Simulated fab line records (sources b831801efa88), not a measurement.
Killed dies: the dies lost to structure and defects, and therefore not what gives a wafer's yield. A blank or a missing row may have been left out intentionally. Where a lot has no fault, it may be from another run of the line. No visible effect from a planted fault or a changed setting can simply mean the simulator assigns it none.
Comparing a struck lot with a sound one | flow sky130 | 19 out of 708 route steps
Sound: wafers L740.1, L740.2, L740.5. Struck: wafers L748.2, L748.5, L748.6. The cause comes at the end.
At each step with rows: each side's tool, then ch and its chambers, then its first start. Under that, the readings that differ: sound wafers | struck wafers | difference of the means | sigmas: that difference in standard deviations of wafers without a fault.
alike: words and numbers the same on both sides, and readings whose means are apart by under 2 such deviations; not compared: readings that were withheld, readings missing a value for some wafer, numbers with overlapping values and no deviation given by the record, and bounds like >300 which may hide the same value.
Wherever a step has rows on one side only, a row that says differs or no value, or a row with sigmas, the two part there. When numbers do not overlap yet have no deviation, they are printed without sigmas and do not part them. Lack of a reading on every wafer of one side parts them only where that side has two or more wafers.

first, 1 step without rows for these wafers: SKY_LDD_HVP_IMPLANT_08.
SKY_LDD_HVP_STRIP_09: strips in O2/N2.
  sound on plasma_asher-01 ch 0,1, day 24 22:40; struck on plasma_asher-02 ch 0,1, day 27 22:11
  alike: drypump_motor_current_A, oes_product_au, strip_time_to_endpoint_s
  not compared: rf_hours_counter_h
SKY_LDD_HVP_TW_MEAS_10:
  sound: film_metro-02 at day 24 22:46; struck: film_metro-01 at day 27 22:18
  alike: LDD_HVP_TW
then, 7 steps without rows for these wafers: SKY_LDD_LDN_DEHYDRATE_00 (time 60 s); SKY_LDD_LDN_HMDS_01 (prime time 60 s); SKY_LDD_LDN_COAT_02 (resist thk 1140 nm); SKY_LDD_LDN_SOFTBAKE_03 (time 60 s); SKY_LDD_LDN_EXPOSE_04 (exposes mask LDNTM, target cd 700 nm); SKY_LDD_LDN_PEB_05; SKY_LDD_LDN_DEVELOP_06 (develop time 60 s).
SKY_LDD_LDN_OVL_MEAS_07:
  sound: overlay-02 at day 26 03:56; struck: overlay-01 at day 29 02:41
  alike: LDD_LDN_OVL
then, 1 step without rows for these wafers: SKY_LDD_LDN_IMPLANT_08.
SKY_LDD_LDN_IMPLANT_09:
  sound on implanter-01 ch 0, day 26 04:07; struck on implanter-03 ch 0, day 29 02:54
  reading                   | sound             | struck            | difference | sigmas
  implant_ion_amu           | 75 75 75          | 31 31 31          | -44        |
  model.implant.rp_nm (nm)  | 12.46 12.46 12.46 | 23.38 23.38 23.38 | +10.92     |
  model.implant.drp_nm (nm) | 5.933 5.933 5.933 | 10.9 10.9 10.9    | +5.0       |
then, 2 steps without rows for these wafers: SKY_LDD_LDN_IMPLANT_10; SKY_LDD_LDN_IMPLANT_11.
SKY_LDD_LDN_STRIP_12: strips in O2/N2.
  sound on plasma_asher-03 ch 0,1, day 26 04:34; struck on plasma_asher-03 ch 0,1, day 29 03:19
  reading                      | sound             | struck            | difference | sigmas
  strip_time_to_endpoint_s (s) | 14.14 14.11 14.09 | 14.24 14.25 14.20 | +0.12      | +3
  alike: drypump_motor_current_A, oes_product_au
  not compared: rf_hours_counter_h
SKY_LDD_LDN_TW_MEAS_13:
  sound: film_metro-04 at day 26 04:40; struck: film_metro-03 at day 29 03:26
  reading    | sound          | struck         | difference | sigmas
  LDD_LDN_TW | 1499 1500 1501 | 1382 1386 1384 | -116       | -5
then, 1 step without rows for these wafers: SKY_LDD_LDN_CLEAN_14 (cleans in SC1/SC2, time 150 s).
-- here the record skips 21 days between the struck wafers' starts before and after, leaving off in module LDD_LDN and picking up in module PAD_OPEN (first step shown: number 708 of the route) --
SKY_PAD_OPEN_PROBE_99:
  sound: prober-01 at day 48 06:52; struck: prober-02 at day 50 02:54
  reading                                     | sound                   | struck                  | difference | sigmas
  killed_at_other                             | 0 0 0                   | 2 1 1                   | +1         | +3
  model.etest.tip_sonos.rs_ohm_sq             | 2609 2522 2554          | 1877 1870 1873          | -688       |
  model.etest.sonos_uncharged.r_on_ohm_um     | 807.4 812.4 807.6       | 760.5 773.5 780.3       | -37.7      |
  model.etest.sonos_programmed.off_log10_a_um | -13.88 -14.07 -14.15    | -11.97 -11.68 -11.87    | +2.19      |
  model.etest.sonos_programmed.vt_v (V)       | 1.472 1.482 1.467       | 1.252 1.223 1.201       | -0.248     |
  model.etest.sonos_baked.vt_v (V)            | 0.9454 0.9307 0.9253    | 0.7696 0.7731 0.7523    | -0.1688    |
  model.etest.sonos_uncharged.vt_v (V)        | -0.4414 -0.4199 -0.4214 | -0.6063 -0.5599 -0.5609 | -0.1481    |
  alike: killed_at_M0_to_M3, killed_at_M4_up, killed_at_contacts, killed_at_front_end, killed_dies, killed_open, killed_short
  not compared: model.etest.sonos_erased.vt_v

== WHERE THEY PART ==
At SKY_LDD_LDN_STRIP_12 first; at SKY_PAD_OPEN_PROBE_99 last (within this record only).

WHY: the cause the simulator had injected
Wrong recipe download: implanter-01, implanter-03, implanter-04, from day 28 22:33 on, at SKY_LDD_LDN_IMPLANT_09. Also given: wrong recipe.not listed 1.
